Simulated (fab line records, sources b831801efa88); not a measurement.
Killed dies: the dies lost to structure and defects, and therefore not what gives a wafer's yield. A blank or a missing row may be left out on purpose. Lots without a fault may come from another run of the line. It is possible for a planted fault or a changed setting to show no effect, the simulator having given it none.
A lot that was struck, set against a sound lot :: flow sky130 :: 21 out of 708 route steps
Sound: wafers L660.2, L660.3, L660.4. Wafers struck: L670.1, L670.3, L670.6. The cause comes at the end.
Per side, at each step with rows, come the tool, then ch with its chambers, and then its first start. Under that, the readings that differ: sound wafers :: struck wafers :: difference of the means :: sigmas: that difference in standard deviations of wafers without a fault.
alike: a reading whose means differ by less than 2 such deviations, as well as words and numbers matching on both sides. not compared: withheld readings; readings where some wafer has no value; bounds like >300 that might hide an equal value; numbers whose values overlap and for which the record gives no deviation.
A row with sigmas, a row that says differs or no value, or rows on one side alone: a step with any of these is where the two part. Numbers that have no deviation but don't overlap get no sigmas and don't part them. A reading missing from all wafers of one side parts the sides only when that side holds two or more wafers.

first, 1 step without rows for these wafers: SKY_RES_XHIGH_IMPLANT_07.
SKY_RES_XHIGH_STRIP_08: strips in O2/N2.
  sound on plasma-asher-04 ch 0,1, day 27 01:22; struck on plasma-asher-03 ch 0,1, day 30 23:18
  alike: drypump-motor-current-A, oes-product-au, strip-time-to-endpoint-s
  not compared: rf-hours-counter-h
SKY_RES_XHIGH_TW_MEAS_09:
  struck on film-metro-01, day 30 23:24; sound on film-metro-03, day 27 01:29
  alike: RES_XHIGH_TW
then, 7 steps without rows for these wafers: SKY_SD_N_DEHYDRATE_00 (time 60 s); SKY_SD_N_HMDS_01 (prime time 60 s); SKY_SD_N_COAT_02 (resist thk 1140 nm); SKY_SD_N_SOFTBAKE_03 (time 60 s); SKY_SD_N_EXPOSE_04 (exposes mask NSDM, target cd 380 nm); SKY_SD_N_PEB_05; SKY_SD_N_DEVELOP_06 (develop time 60 s).
SKY_SD_N_CD_MEAS_07 targets a cd of 380 nm.
  struck on cd-sem-01, day 32 01:31; sound on cd-sem-01, day 28 05:59
  alike: cd-nm
SKY_SD_N_OVL_MEAS_08:
  struck on overlay-02, day 32 01:38; sound on overlay-01, day 28 06:05
  alike: SD_N_OVL
SKY_SD_N_IMPLANT_09:
  sound on implanter-04 ch 0, day 28 06:08; struck on implanter-02 ch 0, day 32 01:40
reading: beam-on-s (s)
sound: 20.4 20.8 20.3
struck: 10.6 9.9 10.3
difference: -10.2
sigmas: -9

reading: dose-ions-cm2
sound: 4.003e+15 4.004e+15 4.001e+15
struck: 1.922e+15 1.908e+15 1.913e+15
difference: -2.088e+15
sigmas: -99 or more
  alike: tilt-deg
following that, these wafers have no rows for 1 step: SKY_SD_N_IMPLANT_10.
SKY_SD_N_STRIP_11: strips in O2/N2.
  sound on plasma-asher-03 ch 0,1, day 28 06:25; struck on plasma-asher-03 ch 0,1, day 32 01:58
reading: oes-product-au (a.u.)
sound: 0.533 0.525 0.522
struck: 0.572 0.564 0.572
difference: +0.043
sigmas: +9

reading: strip-time-to-endpoint-s (s)
sound: 22.53 22.48 22.54
struck: 19.97 20.00 20.00
difference: -2.53
sigmas: -60
  alike: drypump-motor-current-A
  not compared: rf-hours-counter-h
SKY_SD_N_TW_MEAS_12:
  struck on film-metro-01, day 32 02:04; sound on film-metro-02, day 28 06:31
reading: SD_N_TW
sound: 4014 4030 4011
struck: 3815 3811 3795
difference: -211
sigmas: -5
then, 1 step without rows for these wafers: SKY_SD_N_CLEAN_13 (cleans in SC1/SC2, time 150 s).
SKY_SD_N_RTA_14: time 2 s.
  sound on rtp-anneal-02 ch 0, day 28 06:38; struck on rtp-anneal-01 ch 0, day 32 02:10
  alike: lamp-power-pct, wafer_temp_C_max
SKY_SD_N_RS_MEAS_16: a four-point-probe measurement.
  struck on film-metro-03, day 32 02:21; sound on film-metro-01, day 28 06:50
reading: SD_N_RS (ohm/sq)
sound: 68.57 68.39 68.52
struck: 78.88 78.79 78.97
difference: +10.39
sigmas: +94
SKY_SD_N_RS_MEAS_17: a four-point-probe measurement.
  struck on film-metro-03, day 32 02:28; sound on film-metro-01, day 28 06:57
  alike: SD_P_RS
-- record jumps: 17 days separate the struck wafers' starts on either side; left off in module SD_N, taken up again in module PAD_OPEN, whose first shown step is the route's number 708 --
SKY_PAD_OPEN_PROBE_99:
  struck on prober-01, day 48 16:26; sound on prober-01, day 46 00:43
reading: model.etest.res-ndiff.line-ohm-um
sound: 763.8 765.7 766.9
struck: 930.6 910.5 914.3
difference: +153.0
sigmas: 

reading: model.etest.nfet-g5v0d10v5.r-on-ohm-um
sound: 1901 1898 1855
struck: 1961 1984 1971
difference: +87
sigmas: 

reading: model.etest.sonos-uncharged.r-on-ohm-um
sound: 815.7 802.7 800.5
struck: 881.9 872.1 882.1
difference: +72.4
sigmas: 

reading: model.etest.licon-ndiff.rc-ohm
sound: 184.4 174.9 172
struck: 228.1 223.4 230
difference: +50.1
sigmas: 

reading: model.etest.nfet_01v8.r-on-ohm-um
sound: 840.3 838.5 858.9
struck: 883.5 888.9 890.5
difference: +41.7
sigmas: 

reading: model.etest.res-ndiff-hv.rs-ohm-sq
sound: 113.6 113.6 113
struck: 136.8 136.4 136.6
difference: +23.2
sigmas: 

reading: model.etest.res-ndiff.rs-ohm-sq
sound: 120.9 120 120.6
struck: 142.2 141.6 141.3
difference: +21.2
sigmas: 
  alike: killed_at_M0_to_M3, killed_at_M4_up, killed-at-contacts, killed-at-front-end, killed-at-other, killed-dies, killed-open, killed-short

WHERE THEY PART
Last at SKY_SD_N_RS_MEAS_16 as far as this record goes, first at SKY_SD_N_IMPLANT_09. Later steps at which nothing parts them and some readings are alike: SKY_SD_N_RS_MEAS_17, SKY_PAD_OPEN_PROBE_99.

WHY: what the simulator had put in
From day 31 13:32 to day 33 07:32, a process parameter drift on implanter-02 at SKY_SD_N_IMPLANT_09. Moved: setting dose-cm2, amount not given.
